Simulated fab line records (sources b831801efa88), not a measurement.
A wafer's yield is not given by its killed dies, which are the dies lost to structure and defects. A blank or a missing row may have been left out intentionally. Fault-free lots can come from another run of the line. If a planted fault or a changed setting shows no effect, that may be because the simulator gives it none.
A single fault, viewed from 2 desks ; flow gf180mcu ; each desk has only its own numbers; what lay behind them comes last

== FOR THE TOOL OWNER'S DESK: pvd sputter-01 ==
At GF_MIM_SPUTTER_09 (material TiN, target thk 35 nm, time 29.2 s) the tool's own readings: per lot run on this tool, the mean of the sampled wafers that have a number. If a lot's mean is further than 4 standard deviations from the usual mean, the lot is out of limits and carries the mark OUT (the distance appears in the brackets).
Columns: A = throttle valve pct at GF_MIM_SPUTTER_09, usual 30.3 %
lot;first seen here;A
L630;day 28 05:08;29.7
L634;day 29 04:24;29.4
This desk found nothing out of limits on any of the 2 lots.

== METROLOGY DESK ==
Lot by lot, what the gauges showed, no matter which tool ran the lot: averages of those sampled wafers that carry a number. If a lot's mean is further than 4 standard deviations from the usual mean, the lot is out of limits and carries the mark OUT (the distance appears in the brackets).
Columns: A = V4_W_RS at GF_V4_RS_MEAS_24, usual 0.328 ohm/sq; B = V4_W_THK at GF_V4_THK_MEAS_25, usual 349 nm; C = MIM_CVD_05_THK at GF_MIM_THK_MEAS_06, usual 42.0 nm; D = MIM_ALCU_RS at GF_MIM_RS_MEAS_10, usual 0.1601 ohm/sq; E = MIM_ALCU_THK at GF_MIM_THK_MEAS_11, usual 198.5 nm; F = cd nm at GF_M5_CD_MEAS_07, usual 279.6 nm; G = M5_OVL at GF_M5_OVL_MEAS_08, usual 1 nm
lot;first seen here;A;B;C;D;E;F;G
L627;day 27 06:42;0.326;349;42.3;0.1595;199.6;279.0;4
L630;day 28 04:14;0.329;348;41.5;0.1608;196.3;281.2;-4
L634;day 29 03:32;0.324;348;41.4;0.1595;197.7;280.2;7
L638;day 30 13:33;0.331;349;42.1;0.1602;197.4;277.9;-5
L637;day 30 15:13;0.329;344;41.5;0.1612;196.7;278.5;4
This desk found nothing out of limits on any of the 5 lots.

== TAKEN TOGETHER ==
The desk of the tool owner found nothing out of limits.
Metrology desk: nothing out of limits seen.

== WHAT THE SIMULATOR HAD INSERTED ==
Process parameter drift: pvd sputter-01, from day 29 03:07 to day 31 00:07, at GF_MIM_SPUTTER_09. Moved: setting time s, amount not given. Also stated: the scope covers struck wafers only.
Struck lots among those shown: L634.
